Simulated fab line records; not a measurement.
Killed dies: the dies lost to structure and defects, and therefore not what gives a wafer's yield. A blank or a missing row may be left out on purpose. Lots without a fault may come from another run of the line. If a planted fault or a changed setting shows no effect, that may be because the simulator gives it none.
The same fault as seen by 2 desks | flow sky130 | numbers are kept per desk, each desk with only its own; the story behind them comes last

== FROM THE METROLOGY DESK ==
Means of the sampled wafers that have a number, per lot and without regard to the tool the lot ran on: this is what the gauges read. Any lot whose mean is over 4 standard deviations away from the usual mean is out of limits and marked OUT; that distance is given in the brackets.
Columns: A = VT_ADJUST_HVTP_TW at SKY_VT_ADJUST_HVTP_TW_MEAS_11, usual 1358; B = VT_ADJUST_LVTN_2_TW at SKY_VT_ADJUST_LVTN_TW_MEAS_21, usual 188.7
lot  | first seen here | A               | B
L273 | day 6 07:21     | 1352            | 187.8
L272 | day 6 07:40     | 1359            | 190.2
L274 | day 6 10:52     | 1362            | 189.0
L275 | day 6 19:06     | 1382            | 190.0
L278 | day 7 20:01     | 1378            | 186.9
L279 | day 8 00:04     | 1391 (+5.0) OUT | 189.5
L285 | day 9 17:32     | 1355            | 188.4
L286 | day 9 17:50     | 1355            | 187.3
L288 | day 10 15:19    | 1360            | 189.2
L290 | day 10 22:34    | 1364            | 188.0
L291 | day 11 07:39    | 1354            | 189.6
L294 | day 11 21:01    | 1356            | 190.2
L295 | day 12 16:57    | 1363            | 189.3
Finding of this desk: L279 out of limits, first seen on L279 at day 8 00:04 (VT_ADJUST_HVTP_TW at SKY_VT_ADJUST_HVTP_TW_MEAS_11). In limits: L273, L272, L274, L275, L278, L285, L286, L288, L290, L291, L294, L295.

== AT THE TOOL OWNER'S DESK: implanter-02 ==
The tool's own readings at SKY_VT_ADJUST_HVTP_IMPLANT_09, given as means over the sampled wafers that have a number, one for each lot that went through this tool. Any lot whose mean is over 4 standard deviations away from the usual mean is out of limits and marked OUT; that distance is given in the brackets.
Columns: A = beam energy keV at SKY_VT_ADJUST_HVTP_IMPLANT_09, usual 150.01; B = end station pressure torr at SKY_VT_ADJUST_HVTP_IMPLANT_09, usual 5.07e-06 Torr
lot  | first seen here | A                        | B
L273 | day 6 07:06     | 150.04                   | 5.11e-06
L274 | day 6 10:35     | 149.96                   | 5.17e-06
L275 | day 6 18:51     | 158.99 (+99 or more) OUT | 5.27e-06
L278 | day 7 19:47     | 159.03 (+99 or more) OUT | 5.09e-06
L279 | day 7 23:49     | 159.08 (+99 or more) OUT | 4.90e-06
L291 | day 11 07:24    | 150.07                   | 4.82e-06
This desk's finding: out of limits on L275, L278, L279; first on L275, day 6 18:51 (beam energy keV at SKY_VT_ADJUST_HVTP_IMPLANT_09). In limits: L273, L274, L291.

== PUT TOGETHER ==
The tool owner's desk could have raised an alarm at day 6 18:51, on L275, L278, L279.
The metrology desk could have raised an alarm at day 8 00:04, on L279.
The metrology desk holds a record of L275, L278, inside its limits.
SKY_VT_ADJUST_HVTP_IMPLANT_09 was run on implanter-02 by each of the lots named.

== WHAT WAS PUT IN BY THE SIMULATOR ==
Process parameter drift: implanter-02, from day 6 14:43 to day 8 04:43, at SKY_VT_ADJUST_HVTP_IMPLANT_09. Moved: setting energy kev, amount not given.
Lots struck among those shown: L275, L278, L279.
Delay (hours) between the fault's onset and each desk's first out-of-limits reading: 4 at the tool owner's desk, 33 at the metrology desk.
